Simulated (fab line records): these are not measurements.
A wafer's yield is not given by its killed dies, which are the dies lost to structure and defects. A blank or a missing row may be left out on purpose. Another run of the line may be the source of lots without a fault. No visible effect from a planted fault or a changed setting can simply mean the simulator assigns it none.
fab line records + flow sfqLine
[record]
- lots = 14
- wafers = 42
- lastDay = 91
route steps=325 shown M0@29
lots with no fault: from the same line, run without faults
startH: the number of hours between the record's first day and the start of the first shown wafer of the lot + waitH: hours since the lot's step before + " as in the row above + L1.1+2: several wafers, shown together as one row + - no value present, or no start provided + * or withheld: withheld + < > ~ a bound
route shown NAME@n: names a module that has steps shown in the file, with the first one's number in the route + usual: mean and standard deviation over wafers with no fault + same: alike in all rows + chamber/n: place in a boat + sites: the reading at each site + _std_site: the values' standard deviation + _edge_site: the outer-site mean with the inner-site mean subtracted + radiusMm: for every site, how far away it sits from the centre of the wafer + mask NAME#n: copy n + behind: the tool/chamber that last shaped the wafer + hold: cause of the lot's hold/its duration in hours/its outcome + device: whichever transistor did not switch (one of n, p or np) + end of line: the route-end tests of the same wafers + a step without rows: its recipe alone + killed: not the wafer's yield, but the dies lost to structure and defects at the first sort + map: a wafer's dies, x killed, . not, _ none there
set.NAME: setting as actually run; set.NAME@STEP: the setting as run at that earlier step + model.NAME: the simulator's own value behind a step, which no gauge read
the route's steps for a sample of lots (tables are steps, rows are wafers)
services: the hour from which a tool's chamber was out of use, counted from the record's first day as startH (under 0 if before that day), plus the number of hours and why
[[steps]]
[step SFQ_TRILAYER_M0_DEP_SPUTTER_019]
[recipe]
- material = Nb
- basePressurePa = 1.33e-06
- chamberPressurePa = 0.1333
- substrateTempC = 20
- resputterCathodeVoltageV = 400
- targetThkNm = 200
- powerW = 2000
- timeS = 133.3
[usual]
- throttleValvePct = 30.5/1.1
| lot.wafer | tool          | chamber | startH | waitH | throttleValvePct |
|-----------|---------------|---------|--------|-------|------------------|
| L270.3    | pvdSputter-05 | -       | 204.71 | 0.0   | 29.5             |
| L270.5    | "             | -       | "      | "     | 31.7             |
| L270.6    | "             | -       | "      | "     | 31.6             |
| L271.1    | pvdSputter-05 | -       | 211.91 | 0.0   | 32.1             |
| L271.4    | "             | -       | "      | "     | 29.6             |
| L271.6    | "             | -       | "      | "     | 32.1             |
| L272.4    | pvdSputter-03 | -       | 215.51 | 0.0   | 31.1             |
| L272.5    | "             | -       | "      | "     | 31.4             |
| L272.6    | "             | -       | "      | "     | 31.1             |
| L273.1    | pvdSputter-03 | -       | 220.43 | 0.0   | 30.1             |
| L273.4    | "             | -       | "      | "     | 31.2             |
| L273.6    | "             | -       | "      | "     | 30.3             |
| L274.3    | pvdSputter-04 | -       | 222.83 | 0.0   | 27.8             |
| L274.4    | "             | -       | "      | "     | 30.5             |
| L274.6    | "             | -       | "      | "     | 29.6             |
| L275.2    | pvdSputter-04 | -       | 230.76 | 0.0   | 30.6             |
| L275.4    | "             | -       | "      | "     | 29.4             |
| L275.6    | "             | -       | "      | "     | 28.0             |
| L277.1    | pvdSputter-05 | -       | 238.73 | 0.0   | 32.1             |
| L277.2    | "             | -       | "      | "     | 31.8             |
| L277.6    | "             | -       | "      | "     | 29.7             |
| L278.2    | pvdSputter-04 | -       | 241.13 | 0.0   | 30.6             |
| L278.3    | "             | -       | "      | "     | 27.7             |
| L278.5    | "             | -       | "      | "     | 30.5             |
| L280.2    | pvdSputter-04 | -       | 251.76 | 0.0   | 27.9             |
| L280.4    | "             | -       | "      | "     | 31.0             |
| L280.6    | "             | -       | "      | "     | 30.7             |
| L284.2    | pvdSputter-03 | -       | 286.68 | 0.0   | 30.6             |
| L284.3    | "             | -       | "      | "     | 31.0             |
| L284.5    | "             | -       | "      | "     | 31.2             |
| L285.3    | pvdSputter-04 | -       | 293.88 | 0.0   | 30.9             |
| L285.4    | "             | -       | "      | "     | 31.2             |
| L285.6    | "             | -       | "      | "     | 30.8             |
| L286.1    | pvdSputter-03 | -       | 304.68 | 0.0   | 30.7             |
| L286.4    | "             | -       | "      | "     | 31.0             |
| L286.6    | "             | -       | "      | "     | 31.2             |
| L287.1    | pvdSputter-04 | -       | 305.90 | 0.0   | 31.3             |
| L287.2    | "             | -       | "      | "     | 30.8             |
| L287.4    | "             | -       | "      | "     | 27.8             |
| L292.2    | pvdSputter-03 | -       | 356.02 | 0.0   | 30.0             |
| L292.3    | "             | -       | "      | "     | 31.0             |
| L292.5    | "             | -       | "      | "     | 30.7             |
[step SFQ_M0_RS_MEAS_904]
[recipe]
- thkMeasGauge = four-point-probe
- reads = Nb_of_TRILAYER_M0_DEP_SPUTTER_019
[usual]
- M0_NB_RS = 0.891/0.0078
| lot.wafer | tool         | chamber | startH | waitH | M0_NB_RS[ohm/sq] |
|-----------|--------------|---------|--------|-------|------------------|
| L270.3    | filmMetro-01 | -       | 204.84 | 0.1   | 0.870            |
| L270.5    | "            | -       | "      | "     | 0.872            |
| L270.6    | "            | -       | "      | "     | 0.873            |
| L271.1    | filmMetro-04 | -       | 212.00 | 0.0   | 0.885            |
| L271.4    | "            | -       | "      | "     | 0.887            |
| L271.6    | "            | -       | "      | "     | 0.880            |
| L272.4    | filmMetro-04 | -       | 215.66 | 0.1   | 0.905            |
| L272.5    | "            | -       | "      | "     | 0.896            |
| L272.6    | "            | -       | "      | "     | 0.905            |
| L273.1    | filmMetro-03 | -       | 220.53 | 0.0   | 0.890            |
| L273.4    | "            | -       | "      | "     | 0.896            |
| L273.6    | "            | -       | "      | "     | 0.889            |
| L274.3    | filmMetro-03 | -       | 222.97 | 0.1   | 0.887            |
| L274.4    | "            | -       | "      | "     | 0.883            |
| L274.6    | "            | -       | "      | "     | 0.889            |
| L275.2    | filmMetro-01 | -       | 230.87 | 0.1   | 0.886            |
| L275.4    | "            | -       | "      | "     | 0.882            |
| L275.6    | "            | -       | "      | "     | 0.889            |
| L277.1    | filmMetro-04 | -       | 238.83 | 0.0   | 0.895            |
| L277.2    | "            | -       | "      | "     | 0.899            |
| L277.6    | "            | -       | "      | "     | 0.898            |
| L278.2    | filmMetro-01 | -       | 241.25 | 0.1   | 0.897            |
| L278.3    | "            | -       | "      | "     | 0.897            |
| L278.5    | "            | -       | "      | "     | 0.893            |
| L280.2    | filmMetro-03 | -       | 251.87 | 0.1   | 0.905            |
| L280.4    | "            | -       | "      | "     | 0.900            |
| L280.6    | "            | -       | "      | "     | 0.893            |
| L284.2    | filmMetro-03 | -       | 286.80 | 0.1   | 0.894            |
| L284.3    | "            | -       | "      | "     | 0.890            |
| L284.5    | "            | -       | "      | "     | 0.888            |
| L285.3    | filmMetro-03 | -       | 294.02 | 0.1   | 1.330            |
| L285.4    | "            | -       | "      | "     | 1.323            |
| L285.6    | "            | -       | "      | "     | 1.326            |
| L286.1    | filmMetro-01 | -       | 304.78 | 0.0   | 0.894            |
| L286.4    | "            | -       | "      | "     | 0.888            |
| L286.6    | "            | -       | "      | "     | 0.891            |
| L287.1    | filmMetro-03 | -       | 305.99 | 0.0   | 1.324            |
| L287.2    | "            | -       | "      | "     | 1.288            |
| L287.4    | "            | -       | "      | "     | 1.294            |
| L292.2    | filmMetro-03 | -       | 356.13 | 0.1   | 0.878            |
| L292.3    | "            | -       | "      | "     | 0.905            |
| L292.5    | "            | -       | "      | "     | 0.892            |
[step SFQ_TRILAYER_M0_ETCH_METAL_ETCH_024]
[recipe]
- target = Nb
- stopOn = SiO2
- maskMaterial = PR
- chemistry = Cl2/Ar
- targetDepthNm = 240
- icpW = 600
- biasW = 80
- pressureMtorr = 10.49
- timeS = 120
[usual]
- chamberPressureMTorr = 10.489/0.01
- drypumpMotorCurrentA = 5.8/0.49
- oesProductAu = 0.893/0.006
| lot.wafer | tool        | chamber | startH | waitH | chamberPressureMTorr | drypumpMotorCurrentA | oesProductAu | rfHoursCounterH |
|-----------|-------------|---------|--------|-------|----------------------|----------------------|--------------|-----------------|
| L270.3    | rieMetal-04 | 0       | 322.02 | 0.1   | 10.485               | 6.2                  | 0.901        | -               |
| L270.5    | "           | 1       | "      | "     | 10.484               | 6.2                  | 0.901        | -               |
| L270.6    | "           | 0       | "      | "     | 10.486               | 6.2                  | 0.907        | -               |
| L271.1    | rieMetal-04 | 0       | 332.78 | 0.0   | 10.491               | 6.2                  | 0.891        | 42              |
| L271.4    | "           | 0       | "      | "     | 10.488               | 6.2                  | 0.895        | -               |
| L271.6    | "           | 0       | "      | "     | 10.489               | 6.2                  | 0.905        | -               |
| L272.4    | rieMetal-02 | 0       | 334.02 | 0.1   | 10.500               | 6.3                  | 0.890        | -               |
| L272.5    | "           | 1       | "      | "     | 10.499               | 5.1                  | 0.881        | -               |
| L272.6    | "           | 0       | "      | "     | 10.491               | 6.3                  | 0.892        | -               |
| L273.1    | rieMetal-03 | 1       | 335.18 | 0.0   | 10.490               | 5.3                  | 0.891        | 141             |
| L273.4    | "           | 0       | "      | "     | 10.487               | 5.5                  | 0.888        | -               |
| L273.6    | "           | 0       | "      | "     | 10.509               | 5.5                  | 0.895        | -               |
| L274.3    | rieMetal-02 | 1       | 336.42 | 0.1   | 10.505               | 5.1                  | 0.893        | -               |
| L274.4    | "           | 0       | "      | "     | 10.496               | 6.3                  | 0.900        | -               |
| L274.6    | "           | 0       | "      | "     | 10.500               | 6.3                  | 0.900        | -               |
| L275.2    | rieMetal-03 | 1       | 337.58 | 0.0   | 10.498               | 5.2                  | 0.896        | 141             |
| L275.4    | "           | 1       | "      | "     | 10.482               | 5.2                  | 0.891        | -               |
| L275.6    | "           | 1       | "      | "     | 10.488               | 5.2                  | 0.902        | -               |
| L277.1    | rieMetal-04 | 0       | 339.98 | 0.0   | 10.494               | 6.2                  | 0.894        | 44              |
| L277.2    | "           | 1       | "      | "     | 10.482               | 6.2                  | 0.881        | 152             |
| L277.6    | "           | 0       | "      | "     | 10.497               | 6.2                  | 0.889        | -               |
| L278.2    | rieMetal-03 | 1       | 341.18 | 0.0   | 10.485               | 5.2                  | 0.888        | 142             |
| L278.3    | "           | 0       | "      | "     | 10.490               | 5.5                  | 0.888        | -               |
| L278.5    | "           | 1       | "      | "     | 10.475               | 5.2                  | 0.888        | -               |
| L280.2    | rieMetal-04 | 0       | 375.59 | 0.0   | 10.497               | 6.2                  | 0.889        | 48              |
| L280.4    | "           | 0       | "      | "     | 10.484               | 6.2                  | 0.887        | -               |
| L280.6    | "           | 1       | "      | "     | 10.482               | 6.2                  | 0.895        | -               |
| L284.2    | rieMetal-02 | 0       | 411.74 | 0.1   | 10.483               | 6.3                  | 0.894        | 90              |
| L284.3    | "           | 0       | "      | "     | 10.478               | 6.3                  | 0.893        | -               |
| L284.5    | "           | 1       | "      | "     | 10.495               | 5.1                  | 0.892        | -               |
| L285.3    | rieMetal-04 | 0       | 423.86 | 0.1   | 10.478               | 6.2                  | 0.725        | -               |
| L285.4    | "           | 0       | "      | "     | 10.489               | 6.2                  | 0.723        | -               |
| L285.6    | "           | 0       | "      | "     | 10.480               | 6.1                  | 0.729        | -               |
| L286.1    | rieMetal-03 | 1       | 440.14 | 0.0   | 10.477               | 5.3                  | 0.883        | 0               |
| L286.4    | "           | 0       | "      | "     | 10.493               | 5.5                  | 0.893        | -               |
| L286.6    | "           | 0       | "      | "     | 10.491               | 5.5                  | 0.891        | -               |
| L287.1    | rieMetal-02 | 0       | 442.54 | 0.0   | 10.490               | 6.3                  | 0.719        | 95              |
| L287.2    | "           | 1       | "      | "     | 10.480               | 5.1                  | 0.738        | 27              |
| L287.4    | "           | 1       | "      | "     | 10.485               | 5.1                  | 0.732        | -               |
| L292.2    | rieMetal-02 | 1       | 503.87 | 0.0   | 10.498               | 5.1                  | 0.904        | 35              |
| L292.3    | "           | 1       | "      | "     | 10.487               | 5.1                  | 0.885        | -               |
| L292.5    | "           | 0       | "      | "     | 10.493               | 6.3                  | 0.889        | -               |
[[services]]
| tool          | chamber | startH | hours | kind                  |
|---------------|---------|--------|-------|-----------------------|
| rieMetal-02   | 1       | 216.35 | -     | clean                 |
| rieMetal-02   | 1       | 216.35 | 18.2  | scheduledDown         |
| rieMetal-02   | 1       | 216.35 | 18.2  | ventCycle             |
| rieMetal-03   | -       | 241.87 | 0.2   | repair                |
| rieMetal-02   | 1       | 248.22 | 7.3   | repair                |
| pvdSputter-04 | -       | 270.91 | 3.5   | repair                |
| pvdSputter-03 | -       | 296.90 | 1.2   | repair                |
| pvdSputter-05 | -       | 301.96 | 8.2   | repair                |
| pvdSputter-04 | -       | 316.54 | 1.1   | repair                |
| pvdSputter-03 | 3       | 351.37 | -     | consumableReplace:kit |
| pvdSputter-03 | 3       | 351.37 | 18.0  | scheduledDown         |
| pvdSputter-03 | 3       | 351.37 | 18.0  | ventCycle             |
| rieMetal-04   | 1       | 356.45 | 7.3   | repair                |
| pvdSputter-05 | -       | 358.34 | 0.7   | repair                |
| pvdSputter-04 | -       | 360.86 | 2.7   | repair                |
| rieMetal-02   | -       | 370.97 | 0.1   | repair                |
| rieMetal-04   | 0       | 372.34 | 1.0   | repair                |
| rieMetal-02   | 1       | 380.56 | 1.4   | repair                |
| pvdSputter-04 | 0       | 435.06 | -     | consumableReplace:kit |
| pvdSputter-04 | 0       | 435.06 | 18.0  | scheduledDown         |
| pvdSputter-04 | 0       | 435.06 | 18.0  | ventCycle             |
| rieMetal-04   | -       | 438.10 | 2.8   | pm                    |
| pvdSputter-05 | -       | 466.21 | 2.4   | repair                |
| rieMetal-02   | -       | 474.70 | 2.8   | pm                    |
[[key]]
[firstSign]
- step = SFQ_M0_RS_MEAS_904
- reading = M0_NB_RS
- direction = up
- sigmas = 54
- usual = 0.891
- struck = 1.314
[effect]
- step = SFQ_TRILAYER_M0_ETCH_METAL_ETCH_024
- reading = oesProductAu
- direction = down
- sigmas = 28
- usual = 0.893
- struck = 0.728
metAt SFQ_TRILAYER_M0_DEP_SPUTTER_019
struckLots L285,L287
onsetBetween 251.76 293.88
[fault]
- kind = processParameterDrift
- tool = pvdSputter-04
- chamber = -
- onsetH = 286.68
- steps = SFQ_TRILAYER_M0_DEP_SPUTTER_019
- channel = targetThkNm
- offset = -63.263
- shape = step
- endH = 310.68
- actsIn = theseRecipesOnly
- stated = 200
